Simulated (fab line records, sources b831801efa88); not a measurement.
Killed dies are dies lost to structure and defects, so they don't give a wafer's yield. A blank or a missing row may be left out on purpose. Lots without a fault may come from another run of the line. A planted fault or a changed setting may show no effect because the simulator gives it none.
fab line records | flow gf180mcu
record lots=24 wafers=72 last_day=34
route steps=602 shown POLY_GATE@171 HV_LDD@186 SAB@265 MIM@522 M5@533
lots that met no fault: from a run of the same line without faults
start_h: hours from the record's first day to the start of the lot's first wafer shown | wait_h: hours since the lot's step before | " the same as in the row above | L1.1+2: a row that stands for several wafers | - no value, or no start given | * or withheld: withheld | < > ~ a bound
route shown NAME@n: a module of which the file shows steps, and the number in the route of the first | usual: mean/standard deviation of fault-free wafers | same: alike in all rows | chamber/n: place in a boat | sites: the reading at each site | _std_site: their standard deviation | _edge_site: outer sites' mean less inner sites' | radius_mm: how far each site lies from the wafer's centre | mask NAME#n: copy n | behind: the tool/chamber that last shaped the wafer | hold: why the lot was held/for how many hours/how that ended | device: the transistor (n, p or np) that didn't switch | end of line: the same wafers' tests at the end of the route | a step without rows: its recipe alone | killed: dies lost to structure and defects at the first sort, not the wafer's yield | map: a wafer's dies, x killed, . not, _ none there
set.NAME: the setting as run; set.NAME@STEP: as run at that earlier step | model.NAME: the simulator's own value behind a step, which no gauge read
steps of the route over a sample of lots; a table a step, a row a wafer
services: from which hour (start_h, from the record's first day; less than 0 if before it) a tool's chamber was out of use, for how many hours, and why
## steps
# step GF_POLY_GATE_STRIP_14
# recipe chemistry=O2/N2 power_w=1400 pressure_mtorr=1500 platen_temp_c=250 o2_flow_sccm=3000 n2_flow_sccm=300 overash_fraction=0.5
# usual drypump_motor_current_A=6.2/0.36 heater_power_w=347/42 oes_product_au=0.505/0.0043 platen_temp_c=250.03/0.2
# columns lot.wafer tool chamber start_h wait_h drypump_motor_current_A heater_power_w oes_product_au platen_temp_c rf_hours_counter_h
L074.1 plasma_asher-02 0 200.06 0.0 6.7 325 0.506 250.16 9
L074.5 " 0 " " 6.7 320 0.507 250.14 -
L074.6 " 1 " " 5.5 343 0.503 250.21 -
L075.1 plasma_asher-01 1 204.52 0.0 6.6 266 0.508 249.73 37
L075.3 " 1 " " 6.6 264 0.501 249.65 -
L075.5 " 0 " " 6.2 383 0.506 249.98 -
L076.1 plasma_asher-04 1 210.87 0.0 6.1 388 0.505 250.24 55
L076.2 " 0 " " 6.1 346 0.501 249.85 55
L076.6 " 1 " " 6.1 395 0.509 250.22 -
L077.1 plasma_asher-01 0 218.35 0.0 6.2 380 0.507 250.33 38
L077.2 " 1 " " 6.6 266 0.509 250.00 38
L077.4 " 1 " " 6.6 265 0.505 250.11 -
L078.2 plasma_asher-01 1 224.32 0.0 6.6 261 0.503 250.33 39
L078.5 " 0 " " 6.2 390 0.507 250.25 -
L078.6 " 1 " " 6.6 270 0.504 250.08 -
L079.1 plasma_asher-01 1 233.92 0.0 6.6 264 0.500 249.89 40
L079.4 " 0 " " 6.3 387 0.511 250.02 -
L079.6 " 1 " " 6.6 258 0.501 249.89 -
L080.2 plasma_asher-02 0 237.91 0.0 6.7 318 0.512 250.42 14
L080.5 " 0 " " 6.7 321 0.501 250.30 -
L080.6 " 1 " " 5.4 339 0.497 249.74 -
L081.1 plasma_asher-04 1 245.42 0.0 6.1 390 0.505 250.00 59
L081.3 " 0 " " 6.1 344 0.506 250.00 -
L081.4 " 1 " " 6.1 396 0.501 249.99 -
L082.1 plasma_asher-02 1 252.32 0.0 5.5 339 0.512 250.06 15
L082.3 " 1 " " 5.4 348 0.505 250.15 -
L082.4 " 0 " " 6.8 319 0.512 249.85 -
L083.4 plasma_asher-02 0 264.14 0.1 6.8 325 0.513 249.99 -
L083.5 " 0 " " 6.7 318 0.504 250.22 -
L083.6 " 1 " " 5.5 346 0.502 250.04 -
L084.1 plasma_asher-04 1 270.90 0.0 6.1 398 0.504 249.76 62
L084.4 " 0 " " 6.1 349 0.501 250.19 -
L084.5 " 1 " " 6.1 397 0.508 249.73 -
L085.1 plasma_asher-02 1 276.52 0.0 5.4 345 0.503 249.86 18
L085.2 " 0 " " 6.7 324 0.501 250.07 18
L085.5 " 0 " " 6.7 327 0.513 250.04 -
L086.4 plasma_asher-04 0 281.86 0.1 6.1 341 0.518 249.88 -
L086.5 " 1 " " 6.1 394 0.513 249.98 -
L086.6 " 0 " " 6.1 350 0.511 249.73 -
L087.1 plasma_asher-04 1 289.46 0.0 6.1 389 0.507 250.12 64
L087.3 " 1 " " 6.1 394 0.500 250.29 -
L087.4 " 0 " " 6.1 354 0.504 249.86 -
L088.1 plasma_asher-04 0 295.91 0.0 6.1 342 0.508 249.74 64
L088.3 " 0 " " 6.1 355 0.501 249.65 -
L088.4 " 1 " " 6.1 385 0.504 250.15 -
L089.1 plasma_asher-01 0 300.91 0.0 6.2 394 0.509 250.14 46
L089.3 " 1 " " 6.6 270 0.505 250.28 -
L089.4 " 0 " " 6.3 391 0.508 249.86 -
L090.4 plasma_asher-04 1 307.09 0.1 6.1 398 0.504 250.00 -
L090.5 " 0 " " 6.1 353 0.507 250.19 -
L090.6 " 1 " " 6.1 389 0.501 250.02 -
L091.1 plasma_asher-01 1 320.30 0.0 6.6 267 0.509 250.11 48
L091.3 " 1 " " 6.6 263 0.501 250.02 -
L091.5 " 1 " " 6.6 265 0.503 249.92 -
L092.2 plasma_asher-04 0 322.86 0.0 6.1 351 0.504 250.51 67
L092.3 " 1 " " 6.1 393 0.510 250.17 -
L092.5 " 0 " " 6.1 342 0.505 249.89 -
L093.1 plasma_asher-02 0 334.67 0.0 6.7 317 0.498 250.15 24
L093.2 " 1 " " 5.5 337 0.505 249.87 24
L093.6 " 0 " " 6.7 316 0.503 250.27 -
L094.1 plasma_asher-04 1 339.10 0.0 6.1 388 0.495 250.18 69
L094.2 " 0 " " 6.1 345 0.507 250.34 69
L094.4 " 1 " " 6.1 388 0.504 250.03 -
L095.1 plasma_asher-04 0 347.46 0.0 6.1 347 0.505 250.08 70
L095.2 " 1 " " 6.1 377 0.500 250.17 70
L095.3 " 0 " " 6.1 354 0.511 249.92 -
L096.2 plasma_asher-01 0 353.70 0.0 6.2 383 0.509 250.11 52
L096.3 " 1 " " 6.6 264 0.508 249.79 -
L096.6 " 0 " " 6.2 381 0.504 249.97 -
L097.1 plasma_asher-04 0 366.30 0.0 6.1 339 0.502 250.29 71
L097.2 " 1 " " 6.1 393 0.511 249.86 71
L097.3 " 0 " " 6.1 339 0.509 250.11 -
# step GF_HV_LDD_STRIP_10
# recipe chemistry=O2/N2 power_w=1400 pressure_mtorr=1500 platen_temp_c=250 o2_flow_sccm=3000 n2_flow_sccm=300 overash_fraction=0.5
# usual drypump_motor_current_A=6.1/0.63 heater_power_w=329/47 oes_product_au=0.716/0.0045 platen_temp_c=250.02/0.16 strip_time_to_endpoint_s=12.62/0.033
# columns lot.wafer tool chamber start_h wait_h drypump_motor_current_A heater_power_w oes_product_au platen_temp_c rf_hours_counter_h strip_time_to_endpoint_s
L074.1 plasma_asher-02 1 220.36 0.1 5.4 340 0.716 250.16 12 12.60
L074.5 " 1 " " 5.4 341 0.719 250.24 - 12.60
L074.6 " 0 " " 6.7 325 0.718 249.87 - 12.60
L075.1 plasma_asher-02 0 224.30 0.1 6.7 324 0.712 250.30 12 12.66
L075.3 " 0 " " 6.7 329 0.717 250.08 - 12.62
L075.5 " 1 " " 5.4 342 0.718 249.77 - 12.68
L076.1 plasma_asher-02 1 230.45 0.1 5.5 345 0.711 250.06 13 12.62
L076.2 " 0 " " 6.7 323 0.716 250.10 13 12.63
L076.6 " 0 " " 6.7 319 0.717 250.06 - 12.62
L077.1 plasma_asher-03 1 238.26 0.1 4.7 376 0.704 249.97 61 12.60
L077.2 " 0 " " 5.2 277 0.709 250.10 61 12.60
L077.4 " 1 " " 4.7 360 0.712 250.02 - 12.58
L078.2 plasma_asher-01 0 246.13 0.1 6.2 383 0.714 250.24 41 12.59
L078.5 " 1 " " 6.6 267 0.712 249.76 - 12.60
L078.6 " 0 " " 6.2 387 0.723 250.31 - 12.63
L079.1 plasma_asher-03 1 254.13 0.1 4.6 369 0.720 249.82 62 12.61
L079.4 " 0 " " 5.2 273 0.715 250.23 - 12.62
L079.6 " 0 " " 5.2 285 0.716 250.20 - 12.60
L080.2 plasma_asher-02 0 258.23 0.1 6.7 327 0.716 249.76 16 12.58
L080.5 " 0 " " 6.7 321 0.710 249.67 - 12.59
L080.6 " 1 " " 5.4 353 0.712 250.13 - 12.58
L081.1 plasma_asher-02 1 265.70 0.1 5.5 339 0.719 250.18 17 12.59
L081.3 " 1 " " 5.5 349 0.721 249.88 - 12.59
L081.4 " 0 " " 6.7 330 0.712 249.62 - 12.57
L082.1 plasma_asher-02 1 274.05 0.1 5.4 345 0.718 250.03 17 12.57
L082.3 " 1 " " 5.4 346 0.720 250.18 - 12.57
L082.4 " 0 " " 6.7 325 0.721 249.75 - 12.55
L083.4 plasma_asher-02 1 285.44 0.1 5.4 347 0.716 249.92 - 12.71
L083.5 " 0 " " 6.7 326 0.718 250.01 - 12.69
L083.6 " 1 " " 5.4 352 0.723 250.05 - 12.70
L084.1 plasma_asher-01 1 291.98 0.1 6.6 269 0.726 250.14 46 12.62
L084.4 " 1 " " 6.6 266 0.717 250.28 - 12.60
L084.5 " 1 " " 6.6 263 0.716 249.79 - 12.62
L085.1 plasma_asher-01 0 298.40 0.1 6.2 395 0.716 249.97 46 12.63
L085.2 " 1 " " 6.6 265 0.711 250.11 46 12.57
L085.5 " 0 " " 6.3 381 0.709 250.21 - 12.62
L086.4 plasma_asher-02 1 303.58 0.1 5.4 341 0.717 250.17 - 12.61
L086.5 " 1 " " 5.4 345 0.711 250.11 - 12.58
L086.6 " 0 " " 6.7 327 0.713 250.09 - 12.62
L087.1 plasma_asher-01 0 310.80 0.1 6.2 393 0.714 250.13 47 12.62
L087.3 " 1 " " 6.6 257 0.712 250.05 - 12.65
L087.4 " 0 " " 6.2 377 0.717 249.83 - 12.64
L088.1 plasma_asher-01 1 317.53 0.1 6.6 265 0.711 250.16 48 12.65
L088.3 " 1 " " 6.6 262 0.719 249.92 - 12.68
L088.4 " 0 " " 6.3 388 0.716 249.91 - 12.62
L089.1 plasma_asher-01 1 323.81 0.1 6.6 265 0.716 250.16 49 12.58
L089.3 " 1 " " 6.6 268 0.711 250.04 - 12.61
L089.4 " 0 " " 6.2 384 0.715 250.09 - 12.63
L090.4 plasma_asher-01 1 331.01 0.1 6.6 265 0.722 250.13 - 12.60
L090.5 " 0 " " 6.2 390 0.715 250.07 - 12.59
L090.6 " 1 " " 6.6 273 0.710 249.98 - 12.61
L091.1 plasma_asher-01 1 344.30 0.1 6.6 274 0.715 249.97 51 12.67
L091.3 " 0 " " 6.3 387 0.717 250.12 - 12.63
L091.5 " 1 " " 6.6 270 0.723 249.75 - 12.60
L092.2 plasma_asher-01 0 346.65 0.1 6.3 386 0.718 249.99 51 12.66
L092.3 " 0 " " 6.2 382 0.713 249.75 - 12.61
L092.5 " 1 " " 6.6 263 0.724 250.00 - 12.62
L093.1 plasma_asher-01 1 358.23 0.1 6.6 261 0.714 250.16 52 12.61
L093.2 " 0 " " 6.2 381 0.714 249.95 52 12.63
L093.6 " 1 " " 6.6 260 0.711 250.22 - 12.61
L094.1 plasma_asher-01 0 363.36 0.1 6.2 384 0.715 249.96 53 12.65
L094.2 " 1 " " 6.6 262 0.721 249.87 53 12.69
L094.4 " 0 " " 6.2 388 0.711 249.81 - 12.67
L095.1 plasma_asher-01 0 371.08 0.1 6.2 382 0.720 250.05 53 12.60
L095.2 " 1 " " 6.6 267 0.722 249.99 53 12.63
L095.3 " 0 " " 6.2 384 0.716 249.91 - 12.63
L096.2 plasma_asher-01 0 377.46 0.1 6.2 391 0.716 250.17 54 12.59
L096.3 " 1 " " 6.6 272 0.710 250.08 - 12.63
L096.6 " 1 " " 6.6 274 0.713 249.97 - 12.63
L097.1 plasma_asher-03 1 390.25 0.1 4.6 366 0.715 250.01 77 12.61
L097.2 " 0 " " 5.2 284 0.720 250.18 77 12.63
L097.3 " 0 " " 5.2 275 0.714 250.23 - 12.60
# step GF_SAB_THK_MEAS_01
# recipe reads=SiO2_of_SAB_CVD_00
# usual SAB_CVD_00_THK=49.9/0.59
# columns lot.wafer tool chamber start_h wait_h SAB_CVD_00_THK[nm]
L074.1 film_metro-04 - 321.20 0.0 48.9
L074.5 " - " " 50.3
L074.6 " - " " 50.5
L075.1 film_metro-04 - 325.80 0.0 49.1
L075.3 " - " " 49.8
L075.5 " - " " 50.2
L076.1 film_metro-04 - 332.65 0.0 49.5
L076.2 " - " " 50.0
L076.6 " - " " 50.2
L077.1 film_metro-02 - 345.48 0.0 50.1
L077.2 " - " " 49.6
L077.4 " - " " 50.3
L078.2 film_metro-01 - 350.98 0.0 49.6
L078.5 " - " " 49.7
L078.6 " - " " 50.0
L079.1 film_metro-04 - 359.73 0.0 49.1
L079.4 " - " " 49.8
L079.6 " - " " 49.2
L080.2 film_metro-04 - 365.79 0.0 50.3
L080.5 " - " " 50.4
L080.6 " - " " 50.7
L081.1 film_metro-04 - 374.72 0.0 49.0
L081.3 " - " " 50.4
L081.4 " - " " 50.1
L082.1 film_metro-01 - 385.31 0.0 50.2
L082.3 " - " " 49.3
L082.4 " - " " 50.7
L083.4 film_metro-02 - 398.48 0.0 50.3
L083.5 " - " " 49.6
L083.6 " - " " 50.4
L084.1 film_metro-04 - 403.58 0.0 48.9
L084.4 " - " " 50.1
L084.5 " - " " 49.7
L085.1 film_metro-04 - 414.82 0.0 49.2
L085.2 " - " " 49.3
L085.5 " - " " 49.9
L086.4 film_metro-01 - 419.41 0.0 50.2
L086.5 " - " " 50.1
L086.6 " - " " 50.5
L087.1 film_metro-01 - 429.17 0.0 50.0
L087.3 " - " " 50.4
L087.4 " - " " 51.1
L088.1 film_metro-04 - 434.65 0.0 49.4
L088.3 " - " " 49.3
L088.4 " - " " 49.7
L089.1 film_metro-04 - 442.61 0.0 49.4
L089.3 " - " " 49.9
L089.4 " - " " 50.0
L090.4 film_metro-01 - 451.08 0.0 50.6
L090.5 " - " " 50.6
L090.6 " - " " 50.9
L091.1 film_metro-04 - 466.01 0.0 49.7
L091.3 " - " " 49.0
L091.5 " - " " 50.0
L092.2 film_metro-01 - 469.17 0.0 50.1
L092.3 " - " " 50.1
L092.5 " - " " 50.8
L093.1 film_metro-04 - 481.65 0.0 50.3
L093.2 " - " " 49.8
L093.6 " - " " 51.2
L094.1 film_metro-04 - 486.89 0.0 50.2
L094.2 " - " " 49.3
L094.4 " - " " 50.4
L095.1 film_metro-04 - 495.58 0.0 50.3
L095.2 " - " " 49.4
L095.3 " - " " 49.1
L096.2 film_metro-02 - 501.32 0.0 49.9
L096.3 " - " " 50.3
L096.6 " - " " 50.7
L097.1 film_metro-04 - 514.24 0.0 49.9
L097.2 " - " " 49.5
L097.3 " - " " 49.6
# step GF_MIM_METAL_ETCH_19
# recipe chemistry=Cl2/BCl3 mask_material=NOVOLAK stop_on=Si3N4 target_depth_nm=324.5 pressure_mtorr=8 icp_w=800 bias_w=140 Cl2_flow_sccm=80 bcl3_flow_sccm=40 time_s=54.1
# usual drypump_motor_current_A=5.9/0.37 he_backside_leak_sccm=3.3/0.33 mfc_cl2_sccm=79.97/0.25 oes_product_au=0.938/0.0056 throttle_valve_pct=28.286/0.0097
# columns lot.wafer tool chamber start_h wait_h drypump_motor_current_A he_backside_leak_sccm mfc_cl2_sccm oes_product_au rf_hours_counter_h throttle_valve_pct
L074.1 rie_metal-03 0 588.05 0.1 5.6 3.3 80.13 0.939 3 28.291
L074.5 " 1 " " 6.1 3.3 80.08 0.938 - 28.268
L074.6 " 0 " " 5.6 3.3 79.95 0.936 - 28.283
L075.1 rie_metal-02 1 592.17 0.1 6.3 3.2 79.75 0.932 13 28.272
L075.3 " 0 " " 6.1 3.0 80.10 0.952 - 28.271
L075.5 " 0 " " 6.1 3.0 79.72 0.946 - 28.293
L076.1 rie_metal-03 0 601.05 0.1 5.6 3.2 80.07 0.936 4 28.287
L076.2 " 1 " " 6.1 3.4 80.16 0.929 6 28.274
L076.6 " 0 " " 5.6 3.2 79.83 0.932 - 28.279
L077.1 rie_metal-03 1 611.90 0.1 6.2 3.3 79.72 0.928 6 28.300
L077.2 " 0 " " 5.5 3.2 79.84 0.938 4 28.282
L077.4 " 0 " " 5.6 3.2 79.55 0.943 - 28.285
L078.2 rie_metal-03 0 618.95 0.1 5.6 3.4 80.09 0.934 4 28.282
L078.5 " 0 " " 5.5 3.2 79.87 0.943 - 28.284
L078.6 " 1 " " 6.2 4.9 80.12 0.940 - 28.300
L079.1 rie_metal-04 1 625.40 0.1 6.0 3.5 79.85 0.946 6 28.287
L079.4 " 0 " " 5.1 3.2 79.68 0.944 - 28.277
L079.6 " 0 " " 5.1 3.2 79.37 0.950 - 28.285
L080.2 rie_metal-04 1 631.92 0.1 6.0 3.6 80.32 0.944 6 28.285
L080.5 " 0 " " 5.1 3.0 79.88 0.928 - 28.307
L080.6 " 1 " " 6.0 3.6 80.00 0.936 - 28.300
L081.1 rie_metal-04 0 640.02 0.1 5.1 3.3 79.65 0.943 12 28.310
L081.3 " 1 " " 6.0 3.5 79.67 0.941 - 28.288
L081.4 " 0 " " 5.1 3.0 79.81 0.929 - 28.278
L082.1 rie_metal-03 1 648.20 0.1 6.2 3.3 80.02 0.940 7 28.299
L082.3 " 1 " " 6.2 3.3 79.90 0.941 - 28.276
L082.4 " 0 " " 5.6 3.2 79.65 0.933 - 28.283
L083.4 rie_metal-04 1 660.72 0.1 6.0 3.7 80.33 0.938 - 28.272
L083.5 " 0 " " 5.1 3.3 80.02 0.935 - 28.281
L083.6 " 1 " " 6.0 3.7 80.22 0.938 - 28.283
L084.1 rie_metal-02 1 663.95 0.1 6.3 3.1 80.08 0.944 2 28.289
L084.4 " 1 " " 6.3 3.1 80.26 0.941 - 28.262
L084.5 " 0 " " 6.1 3.4 79.77 0.943 - 28.279
L085.1 rie_metal-03 0 675.32 0.1 5.6 3.1 79.56 0.944 6 28.293
L085.2 " 1 " " 6.1 3.3 79.86 0.942 8 28.283
L085.5 " 0 " " 5.6 3.2 79.77 0.937 - 28.307
L086.4 rie_metal-02 1 677.97 0.1 6.3 3.1 80.37 0.945 - 28.282
L086.5 " 1 " " 6.4 3.1 80.00 0.942 - 28.279
L086.6 " 0 " " 6.1 3.3 79.69 0.948 - 28.295
L087.1 rie_metal-04 1 685.42 0.1 6.0 3.4 79.66 0.941 8 28.281
L087.3 " 0 " " 5.1 3.0 80.51 0.939 - 28.260
L087.4 " 1 " " 6.0 3.5 79.69 0.939 - 28.277
L088.1 rie_metal-03 0 689.82 0.1 5.5 3.1 80.08 0.932 7 28.298
L088.3 " 1 " " 6.2 3.4 80.18 0.941 - 28.289
L088.4 " 0 " " 5.6 3.1 79.95 0.940 - 28.284
L089.1 rie_metal-04 1 697.50 0.1 6.0 3.5 80.54 0.946 9 28.281
L089.3 " 1 " " 6.0 3.5 80.44 0.937 - 28.290
L089.4 " 0 " " 5.2 3.1 80.08 0.948 - 28.286
L090.4 rie_metal-03 1 703.42 0.1 6.2 3.1 79.96 0.945 - 28.286
L090.5 " 0 " " 5.6 3.5 80.05 0.932 - 28.296
L090.6 " 1 " " 6.2 3.5 79.94 0.941 - 28.290
L091.1 rie_metal-03 0 715.54 0.1 5.6 3.2 79.83 0.932 8 28.293
L091.3 " 1 " " 6.1 3.3 79.98 0.938 - 28.292
L091.5 " 1 " " 6.1 3.6 79.73 0.937 - 28.268
L092.2 rie_metal-02 1 717.37 0.1 6.4 3.2 79.83 0.938 4 28.278
L092.3 " 0 " " 6.1 3.1 79.98 0.941 - 28.281
L092.5 " 1 " " 6.3 3.1 79.60 0.943 - 28.269
L093.1 rie_metal-03 0 725.59 0.1 5.5 3.3 80.24 0.937 8 28.297
L093.2 " 1 " " 6.1 3.4 79.86 0.924 10 28.296
L093.6 " 1 " " 6.1 3.2 80.03 0.936 - 28.299
L094.1 rie_metal-02 0 731.65 0.1 6.0 3.2 79.87 0.932 11 28.280
L094.2 " 1 " " 6.3 3.2 79.91 0.937 4 28.295
L094.4 " 0 " " 6.1 3.2 79.54 0.942 - 28.269
L095.1 rie_metal-04 1 735.45 0.1 6.0 3.6 80.15 0.931 10 28.299
L095.2 " 1 " " 6.0 3.6 80.08 0.936 - 28.297
L095.3 " 1 " " 6.0 3.4 80.22 0.926 - 28.282
L096.2 rie_metal-04 1 738.52 0.1 6.0 4.1 79.90 0.920 - 28.293
L096.3 " 1 " " 6.0 3.4 80.02 0.934 - 28.305
L096.6 " 1 " " 6.0 3.5 80.03 0.943 - 28.281
L097.1 rie_metal-03 0 752.17 0.1 5.6 3.3 80.11 0.944 10 28.278
L097.2 " 1 " " 6.2 3.4 80.46 0.941 12 28.290
L097.3 " 1 " " 6.1 3.4 79.98 0.939 - 28.281
# step GF_M5_CD_MEAS_07
# recipe target_cd_nm=280
# usual cd_nm=280.0/1.1
# columns lot.wafer tool chamber start_h wait_h cd_nm
L074.1 cd_sem-02 - 609.52 0.1 279.1
L074.5 " - " " 279.3
L074.6 " - " " 280.1
L075.1 cd_sem-01 - 613.45 0.1 280.1
L075.3 " - " " 279.2
L075.5 " - " " 280.5
L076.1 cd_sem-02 - 621.80 0.1 279.4
L076.2 " - " " 279.2
L076.6 " - " " 279.8
L077.1 cd_sem-02 - 633.47 0.1 279.0
L077.2 " - " " 280.6
L077.4 " - " " 279.9
L078.2 cd_sem-02 - 639.80 0.1 280.4
L078.5 " - " " 280.2
L078.6 " - " " 280.4
L079.1 cd_sem-02 - 645.63 0.1 278.2
L079.4 " - " " 278.1
L079.6 " - " " 277.9
L080.2 cd_sem-02 - 652.22 0.1 281.8
L080.5 " - " " 282.4
L080.6 " - " " 281.1
L081.1 cd_sem-01 - 660.07 0.1 278.1
L081.3 " - " " 279.0
L081.4 " - " " 279.9
L082.1 cd_sem-02 - 668.50 0.1 278.8
L082.3 " - " " 280.3
L082.4 " - " " 280.1
L083.4 cd_sem-02 - 681.06 0.1 282.4
L083.5 " - " " 281.5
L083.6 " - " " 281.3
L084.1 cd_sem-01 - 683.77 0.1 281.2
L084.4 " - " " 278.9
L084.5 " - " " 279.3
L085.1 cd_sem-01 - 694.97 0.1 281.1
L085.2 " - " " 280.8
L085.5 " - " " 280.4
L086.4 cd_sem-01 - 697.26 0.1 279.8
L086.5 " - " " 280.0
L086.6 " - " " 280.7
L087.1 cd_sem-01 - 704.52 0.1 280.1
L087.3 " - " " 279.8
L087.4 " - " " 279.9
L088.1 cd_sem-01 - 708.68 0.1 281.3
L088.3 " - " " 281.9
L088.4 " - " " 281.9
L089.1 cd_sem-02 - 716.12 0.1 279.9
L089.3 " - " " 281.1
L089.4 " - " " 279.3
L090.4 cd_sem-02 - 722.16 0.1 280.5
L090.5 " - " " 280.3
L090.6 " - " " 280.4
L091.1 cd_sem-01 - 733.28 0.1 279.6
L091.3 " - " " 280.5
L091.5 " - " " 279.4
L092.2 cd_sem-01 - 734.84 0.1 281.0
L092.3 " - " " 281.4
L092.5 " - " " 283.2
L093.1 cd_sem-02 - 743.13 0.1 279.7
L093.2 " - " " 280.4
L093.6 " - " " 280.4
L094.1 cd_sem-02 - 749.60 0.1 279.5
L094.2 " - " " 278.8
L094.4 " - " " 279.0
L095.1 cd_sem-02 - 753.12 0.1 279.2
L095.2 " - " " 278.2
L095.3 " - " " 279.3
L096.2 cd_sem-02 - 755.79 0.1 281.1
L096.3 " - " " 279.7
L096.6 " - " " 281.5
L097.1 cd_sem-02 - 768.75 0.1 278.6
L097.2 " - " " 279.1
L097.3 " - " " 279.8
# step GF_M5_ETCH_09
# recipe chemistry=CF4/O2 target=Si3N4 target_depth_nm=52 source_w=800 bias_w=150 pressure_mtorr=150 cf4_flow_sccm=80 O2_flow_sccm=10 time_s=11.6
# usual O2_flow_sccm=10.00/0.03 drypump_motor_current_A=5.7/0.38 oes_product_au=1.000/0.0075 throttle_valve_pct=5.971/0.0097
# columns lot.wafer tool chamber start_h wait_h O2_flow_sccm drypump_motor_current_A oes_product_au rf_hours_counter_h throttle_valve_pct
L074.1 rie_diel-04 2 609.68 0.0 10.03 5.7 1.004 31 5.970
L074.5 " 2 " " 9.99 5.7 1.014 - 5.974
L074.6 " 3 " " 10.04 6.1 0.992 - 5.983
L075.1 rie_diel-02 0 613.61 0.0 10.07 5.0 0.993 32 5.987
L075.3 " 1 " " 10.02 5.7 1.005 3 5.996
L075.5 " 3 " " 9.99 5.6 0.999 - 5.970
L076.1 rie_diel-01 1 621.96 0.0 10.01 5.6 0.986 2 5.970
L076.2 " 3 " " 10.01 6.2 0.982 16 5.967
L076.6 " 3 " " 9.98 6.2 1.003 - 5.970
L077.1 rie_diel-01 1 633.62 0.0 9.99 5.6 0.996 2 5.962
L077.2 " 3 " " 10.02 6.3 1.006 16 5.981
L077.4 " 0 " " 10.01 5.6 1.005 18 5.977
L078.2 rie_diel-04 3 639.94 0.0 9.99 6.1 1.012 1 5.967
L078.5 " 3 " " 9.98 6.0 1.017 - 5.977
L078.6 " 2 " " 9.99 5.8 1.009 - 5.965
L079.1 rie_diel-04 1 645.79 0.0 9.96 5.3 0.998 1 5.969
L079.4 " 0 " " 9.99 6.3 0.999 5 5.969
L079.6 " 0 " " 9.98 6.2 1.005 - 5.971
L080.2 rie_diel-01 2 652.36 0.0 10.03 5.2 1.001 23 5.974
L080.5 " 3 " " 10.01 6.2 1.005 - 5.972
L080.6 " 2 " " 10.00 5.2 0.993 - 5.970
L081.1 rie_diel-02 2 660.22 0.0 10.02 5.6 0.999 0 5.974
L081.3 " 1 " " 9.99 5.7 1.002 6 5.980
L081.4 " 1 " " 10.03 5.7 1.014 - 5.992
L082.1 rie_diel-02 1 668.66 0.0 10.05 5.7 1.006 6 5.987
L082.3 " 2 " " 9.99 5.6 0.996 0 5.975
L082.4 " 2 " " 9.97 5.6 1.004 - 5.967
L083.4 rie_diel-02 1 681.17 0.0 10.00 5.7 1.009 - 5.963
L083.5 " 0 " " 9.96 5.0 1.004 - 5.967
L083.6 " 2 " " 10.00 5.6 0.993 - 5.970
L084.1 rie_diel-01 1 683.92 0.0 10.03 5.6 0.991 4 5.972
L084.4 " 0 " " 10.02 5.5 1.000 19 5.963
L084.5 " 3 " " 9.99 6.2 0.994 - 5.972
L085.1 rie_diel-04 3 695.12 0.0 10.01 6.1 1.001 3 5.998
L085.2 " 0 " " 10.03 6.2 1.003 7 5.965
L085.5 " 3 " " 10.03 6.1 1.001 - 5.976
L086.4 rie_diel-01 1 697.36 0.0 10.02 5.6 1.004 4 5.965
L086.5 " 0 " " 9.95 5.5 0.995 - 5.973
L086.6 " 1 " " 10.04 5.6 0.995 - 5.954
L087.1 rie_diel-01 3 704.67 0.0 10.03 6.3 0.995 19 5.963
L087.3 " 1 " " 9.99 5.5 0.996 4 5.967
L087.4 " 2 " " 9.98 5.2 1.006 25 5.974
L088.1 rie_diel-04 3 708.84 0.0 9.98 6.0 0.994 4 5.957
L088.3 " 2 " " 9.94 5.7 1.004 35 5.975
L088.4 " 0 " " 10.06 6.2 1.008 8 5.971
L089.1 rie_diel-01 3 716.27 0.0 10.04 6.2 1.005 19 5.970
L089.3 " 1 " " 10.02 5.6 0.997 5 5.969
L089.4 " 0 " " 10.02 5.5 1.005 20 5.991
L090.4 rie_diel-02 1 722.26 0.0 9.90 5.7 1.001 10 5.955
L090.5 " 3 " " 9.98 5.6 1.001 - 5.985
L090.6 " 2 " " 9.98 5.6 0.988 - 5.967
L091.1 rie_diel-02 1 733.44 0.0 10.02 5.7 1.001 10 5.967
L091.3 " 0 " " 10.02 4.9 1.005 38 5.968
L091.5 " 3 " " 10.01 5.6 0.999 - 5.962
L092.2 rie_diel-04 0 734.97 0.0 10.07 6.2 0.992 9 5.958
L092.3 " 3 " " 10.00 6.1 0.988 5 5.983
L092.5 " 2 " " 10.07 5.7 1.008 - 5.963
L093.1 rie_diel-01 1 743.29 0.0 10.01 5.6 0.995 6 5.978
L093.2 " 2 " " 10.02 5.1 0.998 27 5.983
L093.6 " 3 " " 10.02 6.2 0.989 - 5.961
L094.1 rie_diel-01 3 749.76 0.0 9.95 6.2 0.996 21 5.969
L094.2 " 1 " " 9.98 5.6 0.998 6 5.986
L094.4 " 1 " " 9.96 5.6 0.989 - 5.971
L095.1 rie_diel-04 1 753.27 0.0 10.00 5.3 0.995 6 5.967
L095.2 " 3 " " 9.93 6.0 1.004 6 5.965
L095.3 " 0 " " 9.98 6.2 0.996 10 5.969
L096.2 rie_diel-02 3 755.92 0.0 9.98 5.6 1.000 28 5.974
L096.3 " 1 " " 10.01 5.7 1.006 11 5.972
L096.6 " 2 " " 9.97 5.6 1.006 - 5.978
L097.1 rie_diel-04 0 768.91 0.0 10.04 6.2 1.014 11 5.962
L097.2 " 2 " " 9.99 5.7 1.018 37 5.974
L097.3 " 1 " " 10.01 5.3 1.000 7 5.980
## services
# columns tool chamber start_h hours kind
plasma_asher-01 - 178.11 14.2 repair
plasma_asher-02 - 183.95 2.8 pm
plasma_asher-01 - 196.50 3.9 repair
rie_metal-03 1 226.53 8.3 repair
rie_diel-01 1 227.96 5.8 repair
rie_metal-03 - 228.89 2.8 pm
rie_diel-01 1 239.40 4.7 repair
rie_metal-03 0 274.70 2.4 repair
rie_diel-01 - 312.90 2.8 pm
plasma_asher-01 - 338.78 1.8 repair
rie_metal-03 - 360.94 15.6 pm
rie_metal-03 - 385.34 14.6 pm
plasma_asher-02 - 393.02 7.6 repair
plasma_asher-04 - 421.25 9.0 pm
plasma_asher-01 - 475.77 0.7 repair
plasma_asher-04 - 483.93 2.8 pm
plasma_asher-01 - 504.41 2.1 repair
plasma_asher-04 - 553.07 0.7 repair
plasma_asher-01 - 553.24 1.3 repair
plasma_asher-04 - 582.71 0.6 repair
plasma_asher-04 - 605.81 1.6 repair
plasma_asher-01 - 613.98 14.6 pm
plasma_asher-01 - 739.12 1.3 repair
rie_metal-03 0 768.63 27.3 repair
## key
fault none
